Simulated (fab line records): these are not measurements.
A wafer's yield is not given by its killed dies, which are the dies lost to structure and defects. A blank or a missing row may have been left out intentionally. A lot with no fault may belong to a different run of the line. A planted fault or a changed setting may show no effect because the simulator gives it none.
Check of tool commonality    flow sky130    39 wafers sampled across 13 lots

== WHAT PROMPTED THE OPENING ==
At SKY_SD_N_RS_MEAS_16 the reading SD_N_RS is flagged on 2 of 13 lots. Fault-free wafers read 68.67 ohm/sq, with a standard deviation of 0.13.
Rule: flag the lot when none of its wafers has a number, or when each of its wafers that has one lies beyond 4 standard deviations from that mean. The rest of the lots are taken to be sound.

lot   measured      on             SD_N_RS (ohm/sq), wafer by wafer  flag
L732  day 28 15:20  film metro-03  68.68 68.58 68.66                 
L733  day 29 02:13  film metro-02  68.57 68.55 68.58                 
L734  day 29 03:58  film metro-01  68.74 68.72 68.60                 
L736  day 29 21:39  film metro-01  67.32 67.22 67.31                 FLAGGED
L737  day 30 03:55  film metro-01  68.41 68.51 68.58                 
L738  day 30 08:46  film metro-03  67.36 67.27 67.40                 FLAGGED
L744  day 32 17:11  film metro-03  68.73 68.69 68.73                 
L746  day 33 09:28  film metro-01  68.79 68.64 68.64                 
L745  day 33 10:32  film metro-03  68.85 68.71 68.82                 
L748  day 34 15:46  film metro-03  68.76 68.69 68.63                 
L750  day 34 16:31  film metro-02  68.56 68.60 68.72                 
L752  day 34 18:25  film metro-01  68.67 68.67 68.82                 
L753  day 35 03:07  film metro-03  68.84 68.84 68.76                 
On average the flagged lots' numbers are 67.31 ohm/sq, which is -1.36 ohm/sq against the usual, or -10 standard deviations.

== WHICH TOOL RAN EACH LOT ==
The record holds 1 process step before the reading, out of a route of 708 steps. Cell contents, in order: the tool; ch with the chambers the sampled wafers went through; the start.
lot   flag     SKY_SD_N_RTA_14
L732           rtp anneal-02 ch 0, day 28 15:08
L733           rtp anneal-01 ch 0, day 29 02:02
L734           rtp anneal-02 ch 0, day 29 03:47
L736  FLAGGED  rtp anneal-02 ch 0, day 29 21:25
L737           rtp anneal-01 ch 0, day 30 03:45
L738  FLAGGED  rtp anneal-02 ch 0, day 30 08:35
L744           rtp anneal-02 ch 0, day 32 17:00
L746           rtp anneal-02 ch 0, day 33 09:18
L745           rtp anneal-01 ch 0, day 33 10:21
L748           rtp anneal-02 ch 0, day 34 15:36
L750           rtp anneal-02 ch 0, day 34 16:19
L752           rtp anneal-02 ch 0, day 34 18:15
L753           rtp anneal-01 ch 0, day 35 02:55
These steps, and what they do:
- SKY_SD_N_RTA_14: time 2 s.
- SKY_SD_N_RS_MEAS_16: measures by four-point-probe.

== FLAGGED AGAINST TOTAL, ONE TOOL AT A TIME (gauges that did the reading follow at the end) ==
step                 tool           lots run  flagged  share of the flagged lots  sound lots run after its first flagged lot
SKY_SD_N_RTA_14      rtp anneal-01  4         0        none                       -
SKY_SD_N_RTA_14      rtp anneal-02  9         2        all                        5 (L744,L746,L748,L750,L752)
SKY_SD_N_RS_MEAS_16  film metro-01  5         1        some                       3 (L737,L746,L752)
SKY_SD_N_RS_MEAS_16  film metro-02  2         0        none                       -
SKY_SD_N_RS_MEAS_16  film metro-03  6         1        some                       4 (L744,L745,L748,L753)

== WHAT THE TABLE ALLOWS ==
All flagged lots share 1 row of the table, namely rtp anneal-02 at SKY_SD_N_RTA_14.
- rtp anneal-02 at SKY_SD_N_RTA_14: 2 of its 9 lots flagged. Sound lots followed the first flagged one (L744, L746, L748, L750, L752) on it, something a lasting fault affecting the whole tool could not allow. Its own readings lie more than 4 standard deviations out on every wafer of the flagged lots: wafer_temp_C_max.
Every row of the table either missed a flagged lot or ran a sound lot after the first.

== WHAT THE SIMULATOR HAD INSERTED ==
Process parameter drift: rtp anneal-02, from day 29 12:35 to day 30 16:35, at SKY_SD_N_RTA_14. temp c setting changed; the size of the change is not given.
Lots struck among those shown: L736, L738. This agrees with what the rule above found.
